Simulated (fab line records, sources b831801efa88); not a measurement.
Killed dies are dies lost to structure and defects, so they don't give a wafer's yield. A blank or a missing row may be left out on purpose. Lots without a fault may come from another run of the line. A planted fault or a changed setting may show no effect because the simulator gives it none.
Problem report in the 8D (eight disciplines) form, filled by code | flow sky130 | the parts of the form that need people (team, actions taken, sign-off) are left out

1. THE PROBLEM
run_length_s at SKY_PAD_OPEN_STRIP_09 reads a mean of 1060 s on 3 wafers of 1 lot; wafers without a fault read 1229 s with a standard deviation of 4.2. That is -40 standard deviations from the usual mean.
The step: strips in post etch residue remover, time 1200 s.
First seen on wafer L924.1, day 48 17:44, on wet_bench-03. The record holds 36 wafers of 12 lots with a number at this step. Rule for "out", or "out of limits": more than 4 standard deviations from the usual mean. The other wafers with a number count as sound.

2. WHAT IT IS AND WHAT IT IS NOT
question                    | is                     | is not
which readings at this step | run_length_s           | bath_heat_duty_pct
which lots                  | L924                   | L912, L913, L914, L915, L916, L928, L929, L930, L931, L933, L934
which wafers of those lots  | all that have a number | -
read on which tools         | wet_bench-03           | wet_bench-01, wet_bench-02
when                        | from day 48 17:44      | up to then (15 sound wafers); but 18 sound wafers of L928, L929, L930, L931, L933, L934 came after

3. SUSPECTS, AND WHAT RULES EACH OUT
Counting: a tool at a process step up to the reading stays a suspect if it ran every lot that is out and no sound lot after the first of them.
- pvd_sputter-01 at SKY_METAL4_SPUTTER_03 (material Ti, target thk 5 nm, time 3.3 s): ruled out as a lasting fault. Sound lots L930, L929, L933, L934 ran on it after its first lot that is out, L924 (day 43 08:57).
- cmp-02 at SKY_VIA4_CMP_02 (polishes SiO2): ruled out as a lasting fault. Sound lots L928, L930, L931 ran on it after its first lot that is out, L924 (day 45 06:20).
- rie_diel-01 at SKY_VIA4_ETCH_12 (etches SiO2 in C4F8/O2/Ar, stops on TiN, target depth 580 nm): ruled out as a lasting fault. Sound lots L929 ran on it after its first lot that is out, L924 (day 46 03:50).
- wet_bench-03 at SKY_PAD_OPEN_STRIP_09 (strips in post etch residue remover, time 1200 s): kept. It ran the lot that is out, L924 (day 48 17:44), and no sound lot after that; its last sound lot up to then is L916 (day 47 06:25). Its own readings are out on those wafers: run_length_s.
Left after counting: wet_bench-03 at SKY_PAD_OPEN_STRIP_09.

4. THE CAUSE (what the simulator had put in)
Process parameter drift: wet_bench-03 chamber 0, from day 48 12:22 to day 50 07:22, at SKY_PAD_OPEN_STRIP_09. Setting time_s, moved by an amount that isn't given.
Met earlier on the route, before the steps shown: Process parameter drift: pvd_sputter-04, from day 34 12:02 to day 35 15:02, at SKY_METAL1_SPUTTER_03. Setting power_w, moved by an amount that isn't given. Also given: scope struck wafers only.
Counting left only this tool.

5. THE CHAIN OF EFFECTS, in route order
Each row: a reading whose mean over the struck wafers that have a number lies more than 3 standard deviations from the usual. Only readings for which the record gives a usual standard deviation are gone through. hours: the time from each lot's start at the first step in this table that gives one to its start at this step, as a median over the lots. sigmas: the change in usual standard deviations.
hours | step                  | reading      | usual  | on struck wafers | change | sigmas
0     | SKY_PAD_OPEN_STRIP_09 | run_length_s | 1229 s | 1060             | -169   | -40
The process steps in it:
- SKY_PAD_OPEN_STRIP_09: strips in post etch residue remover, time 1200 s.

6. WHAT WOULD HAVE CAUGHT IT SOONER
In this record the first reading out of limits was taken at day 48 17:44, 5 hours after the fault began at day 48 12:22.
